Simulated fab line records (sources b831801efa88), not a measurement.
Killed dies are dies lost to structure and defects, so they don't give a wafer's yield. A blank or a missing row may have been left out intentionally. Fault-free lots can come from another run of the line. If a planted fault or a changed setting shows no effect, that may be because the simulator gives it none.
fab line records	flow sky130
record: lots: 14	wafers: 42	last_day: 50
route steps=708 shown LDD_HVP@286 PAD_OPEN@708
lots untouched by any fault: they come from a run of this same line in which no faults occurred
start_h: the number of hours between the record's first day and the start of the first shown wafer of the lot	wait_h: hours since the lot's step before	" as in the row above	L1.1+2: a single row standing in for several wafers	- either no value or no given start	* or withheld: withheld	< > ~ a bound
route shown NAME@n: NAME is a module with steps in the file, n the number in the route of the first one	usual: average and standard deviation across the fault-free wafers	same: alike in all rows	chamber/n: place in a boat	sites: the reading at each site	_std_site: standard deviation of those values	_edge_site: mean of outer sites minus mean of inner sites	radius_mm: how far each site lies from the wafer's centre	mask NAME#n: copy n	behind: tool/chamber where the wafer was last shaped	hold: cause of the lot's hold/its duration in hours/its outcome	device: which transistor (n, p or np) failed to switch	end of line: tests run on the same wafers once the route is complete	step lacking rows: just its recipe	killed: at the first sort, the dies lost to defects and structure; wafer yield is something else	map: per-die view of a wafer (x killed, . not killed, _ where there is no die)
set.NAME: the setting as run; set.NAME@STEP: as run at that earlier step	model.NAME: the simulator's own value behind a step, which no gauge read
route steps across a sampled set of lots; one table per step, one row per wafer
services: the hour from which a tool's chamber was out of use, counted from the record's first day as start_h (under 0 if before that day), plus the number of hours and why
== steps ==
step: SKY_LDD_HVP_IMPLANT_08
recipe: species: B	energy_kev: 20	dose_cm2: 1.7e+13	tilt_deg: 17.9
usual: dose_ions_cm2: 1.7e+13/1.8e+10	faraday_current_uA: 96.0/1.9
lot.wafer	tool	chamber	start_h	wait_h	dose_ions_cm2	faraday_current_uA
L424.2	implanter-04	0	501.77	0.0	1.6985e+13	96.2
L424.5	"	0	"	"	1.697e+13	95.7
L424.6	"	0	"	"	1.696e+13	95.6
L426.3	implanter-04	0	511.50	0.1	1.701e+13	96.7
L426.4	"	0	"	"	1.6999e+13	95.7
L426.5	"	0	"	"	1.6987e+13	97.1
L425.1	implanter-04	0	515.16	0.0	1.7016e+13	97.9
L425.2	"	0	"	"	1.7035e+13	96.1
L425.5	"	0	"	"	1.6979e+13	96.7
L427.1	implanter-02	0	532.91	0.0	1.7013e+13	93.6
L427.5	"	0	"	"	1.701e+13	100.1
L427.6	"	0	"	"	1.7022e+13	93.9
L429.1	implanter-02	0	546.96	0.0	1.6988e+13	95.1
L429.2	"	0	"	"	1.7017e+13	95.4
L429.3	"	0	"	"	1.6988e+13	94.6
L430.3	implanter-04	0	562.04	0.1	1.703e+13	94.3
L430.4	"	0	"	"	1.699e+13	95.0
L430.6	"	0	"	"	1.695e+13	94.2
L432.1	implanter-04	0	569.69	0.0	1.7006e+13	95.9
L432.3	"	0	"	"	1.702e+13	97.1
L432.6	"	0	"	"	1.7019e+13	95.0
L434.1	implanter-03	0	590.26	0.0	1.7019e+13	94.2
L434.2	"	0	"	"	1.6995e+13	91.2
L434.6	"	0	"	"	1.6997e+13	94.9
L435.2	implanter-03	0	606.72	0.0	1.702e+13	94.1
L435.3	"	0	"	"	1.7014e+13	94.5
L435.4	"	0	"	"	1.6996e+13	99.6
L436.1	implanter-04	0	609.29	0.0	1.6988e+13	97.5
L436.3	"	0	"	"	1.6979e+13	96.7
L436.4	"	0	"	"	1.699e+13	94.1
L437.3	implanter-03	0	611.24	0.1	2.4788e+13	141.7
L437.4	"	0	"	"	2.4776e+13	141.0
L437.6	"	0	"	"	2.4793e+13	138.6
L438.2	implanter-04	0	629.28	0.0	1.6983e+13	96.3
L438.3	"	0	"	"	1.6998e+13	93.2
L438.4	"	0	"	"	1.7016e+13	98.3
L440.2	implanter-03	0	635.23	0.0	2.4767e+13	141.4
L440.3	"	0	"	"	2.4772e+13	142.4
L440.6	"	0	"	"	2.4766e+13	135.2
L447.1	implanter-03	0	685.64	0.0	1.6993e+13	93.9
L447.4	"	0	"	"	1.6996e+13	95.3
L447.6	"	0	"	"	1.7024e+13	94.9
step: SKY_LDD_HVP_TW_MEAS_10
usual: LDD_HVP_TW: 455.6/2.1
lot.wafer	tool	chamber	start_h	wait_h	LDD_HVP_TW
L424.2	film_metro-03	-	502.00	0.1	456.3
L424.5	"	-	"	"	457.7
L424.6	"	-	"	"	456.0
L426.3	film_metro-03	-	511.72	0.1	456.2
L426.4	"	-	"	"	457.5
L426.5	"	-	"	"	455.5
L425.1	film_metro-02	-	515.41	0.1	452.2
L425.2	"	-	"	"	451.7
L425.5	"	-	"	"	454.3
L427.1	film_metro-04	-	533.16	0.1	459.7
L427.5	"	-	"	"	458.4
L427.6	"	-	"	"	461.7
L429.1	film_metro-02	-	547.21	0.1	456.0
L429.2	"	-	"	"	452.5
L429.3	"	-	"	"	452.9
L430.3	film_metro-03	-	562.26	0.1	456.8
L430.4	"	-	"	"	455.2
L430.6	"	-	"	"	457.5
L432.1	film_metro-02	-	569.94	0.1	452.5
L432.3	"	-	"	"	454.4
L432.6	"	-	"	"	454.6
L434.1	film_metro-03	-	590.51	0.1	458.2
L434.2	"	-	"	"	457.4
L434.6	"	-	"	"	456.1
L435.2	film_metro-03	-	606.95	0.1	457.8
L435.3	"	-	"	"	457.8
L435.4	"	-	"	"	457.0
L436.1	film_metro-03	-	609.54	0.1	455.8
L436.3	"	-	"	"	457.2
L436.4	"	-	"	"	459.5
L437.3	film_metro-02	-	611.48	0.1	507.1
L437.4	"	-	"	"	507.1
L437.6	"	-	"	"	510.7
L438.2	film_metro-04	-	629.51	0.1	456.6
L438.3	"	-	"	"	458.2
L438.4	"	-	"	"	457.6
L440.2	film_metro-03	-	635.46	0.1	511.6
L440.3	"	-	"	"	509.2
L440.6	"	-	"	"	512.9
L447.1	film_metro-02	-	685.89	0.1	454.8
L447.4	"	-	"	"	453.2
L447.6	"	-	"	"	454.7
step: SKY_PAD_OPEN_PROBE_99
usual: killed_at_M0_to_M3: 44/7.9	killed_at_M4_up: 3.1/1.9	killed_at_contacts: 24/4.6	killed_at_front_end: 16/4.9	killed_at_other: 0.3/0.6	killed_dies: 87/9.7	killed_open: 48/7.2	killed_short: 39/5.6
same: gross_dies: 492	killed_at_back_side: 0
lot.wafer	tool	chamber	start_h	wait_h	killed_at_M0_to_M3	killed_at_M4_up	killed_at_contacts	killed_at_front_end	killed_at_other	killed_dies	killed_open	killed_short
L424.2	prober-02	-	1070.44	0.1	42	2	23	18	0	85	50	35
L424.5	prober-02	-	1070.59	0.2	45	2	29	25	0	101	58	43
L424.6	prober-02	-	1070.64	0.2	52	3	32	20	0	107	59	47
L426.3	prober-01	-	1074.86	0.2	43	4	31	12	0	90	58	31
L426.4	prober-01	-	1074.91	0.2	35	1	25	17	1	79	45	34
L426.5	prober-01	-	1074.96	0.2	35	3	28	14	0	80	51	27
L425.1	prober-02	-	1086.62	0.1	55	2	25	19	0	101	50	51
L425.2	prober-02	-	1086.67	0.1	45	2	22	14	0	83	46	37
L425.5	prober-02	-	1086.82	0.2	52	4	26	14	0	96	48	48
L427.1	prober-01	-	1088.07	0.1	41	8	21	21	0	91	40	51
L427.5	prober-01	-	1088.27	0.2	49	2	21	13	0	85	54	29
L427.6	prober-01	-	1088.32	0.2	43	3	15	19	0	80	47	32
L429.1	prober-01	-	1101.38	0.1	47	1	39	11	0	98	57	41
L429.2	prober-01	-	1101.43	0.1	39	3	19	14	0	75	41	34
L429.3	prober-01	-	1101.48	0.2	48	2	31	9	0	90	50	40
L430.3	prober-02	-	1110.48	0.2	39	2	25	14	0	80	47	31
L430.4	prober-02	-	1110.53	0.2	37	0	20	16	0	73	42	31
L430.6	prober-02	-	1110.63	0.2	41	13	30	14	1	99	54	45
L432.1	prober-01	-	1116.63	0.1	49	4	26	13	0	92	56	36
L432.3	prober-01	-	1116.73	0.2	32	2	19	16	0	69	38	31
L432.6	prober-01	-	1116.88	0.2	32	3	27	14	0	76	45	31
L434.1	prober-02	-	1131.71	0.1	35	1	28	14	0	78	50	28
L434.2	prober-02	-	1131.76	0.1	55	4	14	17	0	90	45	45
L434.6	prober-02	-	1131.96	0.2	52	4	22	18	0	96	49	47
L435.2	prober-01	-	1180.94	0.1	46	2	17	26	1	92	51	40
L435.3	prober-01	-	1180.99	0.2	48	4	31	20	2	105	67	37
L435.4	prober-01	-	1181.04	0.2	45	5	25	23	1	99	55	43
L436.1	prober-02	-	1184.29	0.1	42	2	29	22	2	97	51	45
L436.3	prober-02	-	1184.39	0.2	45	3	30	20	0	98	55	43
L436.4	prober-02	-	1184.44	0.2	36	4	23	14	0	77	42	35
L437.3	prober-01	-	1184.61	0.2	31	3	25	21	0	80	49	31
L437.4	prober-01	-	1184.66	0.2	49	3	18	23	0	93	49	44
L437.6	prober-01	-	1184.76	0.2	41	1	29	22	2	95	56	39
L440.2	prober-02	-	1185.84	0.1	30	1	26	16	1	74	38	35
L440.3	prober-02	-	1185.89	0.2	48	5	23	14	0	90	49	41
L440.6	prober-02	-	1186.04	0.2	55	0	30	17	0	102	53	49
L438.2	prober-02	-	1187.43	0.1	35	3	16	20	0	74	36	38
L438.3	prober-02	-	1187.48	0.2	36	2	19	21	0	78	45	32
L438.4	prober-02	-	1187.53	0.2	36	5	23	15	0	79	46	33
L447.1	prober-02	-	1193.83	0.1	46	4	28	18	2	98	56	41
L447.4	prober-02	-	1193.98	0.2	59	0	20	15	0	94	54	39
L447.6	prober-02	-	1194.08	0.2	32	2	22	16	0	72	37	35
killed by level:class
L424.2 VIA1:geometric_particle:open=13 CONTACT:geometric_particle:open=10 VIA2:geometric_particle:open=6 VIA1:geometric_particle:short=6 VIA3:geometric_particle:open=5 FIELD_ISO:geometric_particle:open=4 LI_CONTACT:geometric_particle:open=4 CONTACT:geometric_particle:short=4
L424.5 VIA1:geometric_particle:open=13 LI_CONTACT:geometric_particle:open=11 FIELD_ISO:geometric_particle:open=8 CONTACT:geometric_particle:open=7 VIA3:geometric_particle:open=7 POLY_GATE:geometric_particle:short=6 METAL1:geometric_particle:short=6 POLY_GATE:geometric_particle:open=5
L424.6 CONTACT:geometric_particle:open=15 VIA1:geometric_particle:open=13 VIA1:geometric_particle:short=9 VIA2:geometric_particle:open=7 LI_CONTACT:geometric_particle:open=6 CONTACT:geometric_particle:short=6 METAL1:geometric_particle:short=6 VIA2:geometric_particle:short=6
L426.3 CONTACT:geometric_particle:open=15 VIA1:geometric_particle:open=13 LI_CONTACT:geometric_particle:open=10 VIA2:geometric_particle:open=8 METAL2:geometric_particle:short=6 POLY_GATE:geometric_particle:short=4 VIA3:geometric_particle:open=4 LI_CONTACT:geometric_particle:short=3
L426.4 VIA1:geometric_particle:open=11 CONTACT:geometric_particle:open=10 CONTACT:geometric_particle:short=7 VIA1:geometric_particle:short=5 POLY_GATE:geometric_particle:open=4 SPACER:geometric_particle:open=4 LI_CONTACT:geometric_particle:open=4 METAL2:geometric_particle:short=4
L426.5 CONTACT:geometric_particle:open=11 LI_CONTACT:geometric_particle:open=10 VIA1:geometric_particle:open=8 VIA3:geometric_particle:open=7 FIELD_ISO:geometric_particle:open=5 METAL1:geometric_particle:short=5 METAL2:geometric_particle:short=4 POLY_GATE:geometric_particle:open=3
L425.1 VIA1:geometric_particle:open=13 CONTACT:geometric_particle:open=9 METAL1:geometric_particle:short=8 FIELD_ISO:geometric_particle:open=7 VIA2:geometric_particle:open=7 VIA3:geometric_particle:open=6 METAL2:geometric_particle:short=6 CONTACT:geometric_particle:short=5
L425.2 VIA1:geometric_particle:open=10 LI_CONTACT:geometric_particle:open=7 VIA2:geometric_particle:open=6 LOCAL_INTERCONNECT:geometric_particle:short=6 CONTACT:geometric_particle:open=6 VIA3:geometric_particle:open=5 METAL2:geometric_particle:short=5 FIELD_ISO:geometric_particle:short=4
L425.5 CONTACT:geometric_particle:open=11 VIA2:geometric_particle:short=10 VIA1:geometric_particle:open=9 METAL1:geometric_particle:short=6 VIA2:geometric_particle:open=6 LI_CONTACT:geometric_particle:open=5 LOCAL_INTERCONNECT:geometric_particle:short=5 VIA1:geometric_particle:short=4
L427.1 VIA1:geometric_particle:open=14 CONTACT:geometric_particle:short=8 METAL4:geometric_particle:short=7 FIELD_ISO:geometric_particle:short=6 METAL2:geometric_particle:short=6 POLY_GATE:geometric_particle:open=6 LOCAL_INTERCONNECT:geometric_particle:short=5 METAL1:geometric_particle:short=4
L427.5 VIA1:geometric_particle:open=11 CONTACT:geometric_particle:open=9 VIA3:geometric_particle:open=9 VIA2:geometric_particle:open=8 VIA2:geometric_particle:short=5 POLY_GATE:geometric_particle:open=4 LI_CONTACT:geometric_particle:open=4 METAL2:geometric_particle:short=4
L427.6 VIA1:geometric_particle:open=11 POLY_GATE:geometric_particle:open=6 VIA2:geometric_particle:open=6 METAL1:geometric_particle:short=6 VIA3:geometric_particle:open=6 FIELD_ISO:geometric_particle:open=4 FIELD_ISO:geometric_particle:short=4 LOCAL_INTERCONNECT:geometric_particle:short=4
L429.1 LI_CONTACT:geometric_particle:open=11 VIA1:geometric_particle:open=11 CONTACT:geometric_particle:short=8 CONTACT:geometric_particle:open=8 VIA3:geometric_particle:open=8 LI_CONTACT:geometric_particle:short=6 METAL2:geometric_particle:short=5 VIA2:geometric_particle:open=5
L429.2 VIA1:geometric_particle:open=10 CONTACT:geometric_particle:open=7 VIA3:geometric_particle:open=7 FIELD_ISO:geometric_particle:short=5 VIA2:geometric_particle:open=5 LOCAL_INTERCONNECT:geometric_particle:short=4 VIA1:geometric_particle:short=4 METAL3:geometric_particle:short=4
L429.3 CONTACT:geometric_particle:open=12 VIA1:geometric_particle:open=10 LI_CONTACT:geometric_particle:open=8 VIA2:geometric_particle:open=7 LI_CONTACT:geometric_particle:short=6 VIA1:geometric_particle:short=6 VIA3:geometric_particle:open=6 METAL3:geometric_particle:short=6
L430.3 VIA1:geometric_particle:open=14 CONTACT:geometric_particle:open=10 FIELD_ISO:geometric_particle:short=6 LI_CONTACT:geometric_particle:open=5 LOCAL_INTERCONNECT:geometric_particle:short=5 CONTACT:geometric_particle:short=5 VIA3:geometric_particle:open=5 VIA1:geometric_particle:short=4
L430.4 VIA1:geometric_particle:open=10 POLY_GATE:geometric_particle:open=6 LI_CONTACT:geometric_particle:open=6 VIA3:geometric_particle:open=6 VIA1:geometric_particle:short=5 FIELD_ISO:geometric_particle:open=4 LOCAL_INTERCONNECT:geometric_particle:short=4 CONTACT:geometric_particle:open=4
L430.6 CONTACT:geometric_particle:open=14 METAL4:geometric_particle:short=10 VIA1:geometric_particle:open=9 CONTACT:geometric_particle:short=7 VIA3:geometric_particle:open=7 LI_CONTACT:geometric_particle:open=6 METAL2:geometric_particle:short=5 VIA3:geometric_particle:short=5
L432.1 VIA1:geometric_particle:open=13 LI_CONTACT:geometric_particle:open=9 CONTACT:geometric_particle:open=6 VIA2:geometric_particle:open=6 POLY_GATE:geometric_particle:open=5 CONTACT:geometric_particle:short=5 VIA2:geometric_particle:short=5 VIA3:geometric_particle:short=5
L432.3 VIA3:geometric_particle:open=9 VIA1:geometric_particle:open=8 CONTACT:geometric_particle:open=7 VIA2:geometric_particle:short=7 POLY_GATE:geometric_particle:short=7 LI_CONTACT:geometric_particle:open=5 POLY_GATE:geometric_particle:open=3 SPACER:geometric_particle:short=3
L432.6 CONTACT:geometric_particle:open=9 VIA3:geometric_particle:open=9 LI_CONTACT:geometric_particle:open=8 VIA1:geometric_particle:open=6 LOCAL_INTERCONNECT:geometric_particle:short=5 FIELD_ISO:geometric_particle:short=4 POLY_GATE:geometric_particle:short=4 VIA2:geometric_particle:open=4
L434.1 VIA1:geometric_particle:open=11 CONTACT:geometric_particle:open=10 LI_CONTACT:geometric_particle:open=8 METAL1:geometric_particle:short=8 FIELD_ISO:geometric_particle:open=7 CONTACT:geometric_particle:short=4 VIA3:geometric_particle:open=4 SPACER:geometric_particle:open=3
L434.2 VIA1:geometric_particle:open=15 METAL1:geometric_particle:short=10 VIA2:geometric_particle:open=9 CONTACT:geometric_particle:open=6 METAL2:geometric_particle:short=5 FIELD_ISO:geometric_particle:open=4 VIA1:geometric_particle:short=4 VIA3:geometric_particle:short=4
L434.6 VIA1:geometric_particle:open=15 VIA3:geometric_particle:open=8 VIA2:geometric_particle:open=8 POLY_GATE:geometric_particle:short=7 VIA1:geometric_particle:short=6 LI_CONTACT:geometric_particle:short=5 CONTACT:geometric_particle:short=5 CONTACT:geometric_particle:open=5
L435.2 VIA1:geometric_particle:open=14 VIA3:geometric_particle:open=10 FIELD_ISO:geometric_particle:short=7 POLY_GATE:geometric_particle:open=6 POLY_GATE:geometric_particle:short=6 CONTACT:geometric_particle:open=6 VIA1:geometric_particle:short=5 VIA2:geometric_particle:open=5
L435.3 CONTACT:geometric_particle:open=13 VIA3:geometric_particle:open=11 VIA2:geometric_particle:open=9 LI_CONTACT:geometric_particle:open=8 VIA1:geometric_particle:open=8 VIA1:geometric_particle:short=6 POLY_GATE:geometric_particle:short=5 CONTACT:geometric_particle:short=5
L435.4 VIA1:geometric_particle:open=10 CONTACT:geometric_particle:open=9 VIA2:geometric_particle:open=9 LI_CONTACT:geometric_particle:open=7 VIA3:geometric_particle:open=7 METAL2:geometric_particle:short=6 POLY_GATE:geometric_particle:open=5 POLY_GATE:geometric_particle:short=5
L436.1 VIA1:geometric_particle:open=13 CONTACT:geometric_particle:open=8 LI_CONTACT:geometric_particle:open=7 LI_CONTACT:geometric_particle:short=6 FIELD_ISO:geometric_particle:open=5 FIELD_ISO:geometric_particle:short=5 POLY_GATE:geometric_particle:open=4 POLY_GATE:geometric_particle:short=4
L436.3 VIA1:geometric_particle:open=10 CONTACT:geometric_particle:open=9 LI_CONTACT:geometric_particle:open=8 POLY_GATE:geometric_particle:open=6 METAL1:geometric_particle:short=6 VIA3:geometric_particle:open=6 VIA2:geometric_particle:open=5 SPACER:geometric_particle:open=4
L436.4 VIA1:geometric_particle:open=9 CONTACT:geometric_particle:open=7 VIA2:geometric_particle:open=6 FIELD_ISO:geometric_particle:open=5 POLY_GATE:geometric_particle:short=5 LI_CONTACT:geometric_particle:short=5 LI_CONTACT:geometric_particle:open=5 VIA1:geometric_particle:short=5
L437.3 CONTACT:geometric_particle:open=9 VIA2:geometric_particle:open=9 FIELD_ISO:geometric_particle:short=7 FIELD_ISO:geometric_particle:open=7 LOCAL_INTERCONNECT:geometric_particle:short=6 VIA1:geometric_particle:open=6 POLY_GATE:geometric_particle:open=4 LI_CONTACT:geometric_particle:open=4
L437.4 VIA1:geometric_particle:open=10 VIA2:geometric_particle:open=8 CONTACT:geometric_particle:open=8 FIELD_ISO:geometric_particle:short=7 METAL1:geometric_particle:short=7 VIA3:geometric_particle:open=6 FIELD_ISO:geometric_particle:open=5 METAL2:geometric_particle:short=4
L437.6 CONTACT:geometric_particle:open=13 POLY_GATE:geometric_particle:open=9 VIA1:geometric_particle:open=8 POLY_GATE:geometric_particle:short=6 LI_CONTACT:geometric_particle:open=6 VIA2:geometric_particle:open=6 VIA3:geometric_particle:open=6 METAL2:geometric_particle:short=4
L440.2 CONTACT:geometric_particle:open=7 LI_CONTACT:geometric_particle:open=6 CONTACT:geometric_particle:short=5 VIA2:geometric_particle:open=5 METAL3:geometric_particle:short=4 FIELD_ISO:geometric_particle:open=4 LI_CONTACT:geometric_particle:short=4 METAL1:geometric_particle:short=4
L440.3 VIA2:geometric_particle:open=11 VIA1:geometric_particle:open=10 VIA1:geometric_particle:short=8 CONTACT:geometric_particle:open=8 LI_CONTACT:geometric_particle:open=6 METAL2:geometric_particle:short=5 POLY_GATE:geometric_particle:short=5 METAL1:geometric_particle:short=5
L440.6 VIA1:geometric_particle:open=13 CONTACT:geometric_particle:open=11 METAL1:geometric_particle:short=9 CONTACT:geometric_particle:short=7 VIA3:geometric_particle:open=7 METAL2:geometric_particle:short=7 LOCAL_INTERCONNECT:geometric_particle:short=6 FIELD_ISO:geometric_particle:open=5
L438.2 VIA3:geometric_particle:open=8 FIELD_ISO:geometric_particle:short=6 VIA1:geometric_particle:open=6 POLY_GATE:geometric_particle:short=5 LOCAL_INTERCONNECT:geometric_particle:short=5 CONTACT:geometric_particle:open=5 METAL2:geometric_particle:short=5 LI_CONTACT:geometric_particle:open=4
L438.3 VIA1:geometric_particle:open=14 LOCAL_INTERCONNECT:geometric_particle:short=8 VIA3:geometric_particle:open=7 FIELD_ISO:geometric_particle:open=6 FIELD_ISO:geometric_particle:short=6 LI_CONTACT:geometric_particle:open=6 POLY_GATE:geometric_particle:open=4 CONTACT:geometric_particle:open=4
L438.4 CONTACT:geometric_particle:open=9 VIA3:geometric_particle:open=8 LI_CONTACT:geometric_particle:open=6 METAL4:geometric_particle:short=5 FIELD_ISO:geometric_particle:open=4 LOCAL_INTERCONNECT:geometric_particle:short=4 VIA1:geometric_particle:short=4 VIA1:geometric_particle:open=4
L447.1 VIA1:geometric_particle:open=14 CONTACT:geometric_particle:open=12 METAL2:geometric_particle:short=9 LI_CONTACT:geometric_particle:open=7 LOCAL_INTERCONNECT:geometric_particle:short=6 METAL1:geometric_particle:short=5 VIA2:geometric_particle:open=5 VIA3:geometric_particle:open=5
L447.4 VIA1:geometric_particle:open=22 VIA1:geometric_particle:short=9 VIA3:geometric_particle:open=7 CONTACT:geometric_particle:short=6 VIA2:geometric_particle:open=5 METAL2:geometric_particle:short=5 POLY_GATE:geometric_particle:short=4 LI_CONTACT:geometric_particle:open=4
L447.6 VIA1:geometric_particle:open=8 VIA3:geometric_particle:open=6 LOCAL_INTERCONNECT:geometric_particle:short=5 CONTACT:geometric_particle:short=5 METAL1:geometric_particle:short=5 LI_CONTACT:geometric_particle:open=4 CONTACT:geometric_particle:open=4 FIELD_ISO:geometric_particle:open=3
== services ==
tool	chamber	start_h	hours	kind
implanter-04	-	497.34	2.0	repair
implanter-03	-	529.42	2.9	pm
implanter-03	-	535.05	3.4	repair
implanter-02	-	544.71	0.8	repair
implanter-02	-	563.66	7.4	repair
implanter-03	-	565.19	2.7	repair
implanter-02	-	566.71	1.0	repair
implanter-02	-	630.45	3.3	pm
implanter-02	-	651.61	2.2	repair
== key ==
first_sign: step: SKY_LDD_HVP_IMPLANT_08	reading: dose_ions_cm2	direction: up	sigmas: 99+	usual: *	struck: *
effect: step: SKY_LDD_HVP_IMPLANT_08	reading: faraday_current_uA	direction: up	sigmas: 23	usual: 96.0	struck: 140.0
effect: step: SKY_LDD_HVP_TW_MEAS_10	reading: LDD_HVP_TW	direction: up	sigmas: 26	usual: 455.6	struck: 509.8
met_at SKY_LDD_HVP_IMPLANT_08
struck_lots L437,L440
tester_left_out L437,L440
onset_between 606.72 611.24
fault: kind: process_parameter_drift	tool: implanter-03	chamber: -	onset_h: 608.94	steps: SKY_LDD_HVP_IMPLANT_08	channel: dose_cm2	offset: *	shape: step	end_h: 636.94	acts_in: *	stated: *
tester_left_out: of these lots the tester's yield and bins aren't shown, on N5 and GAA mostly nor the transistor test; their killed dies are dies lost to structure and defects alone, not to doping, threshold or leakage, so they don't give the yield
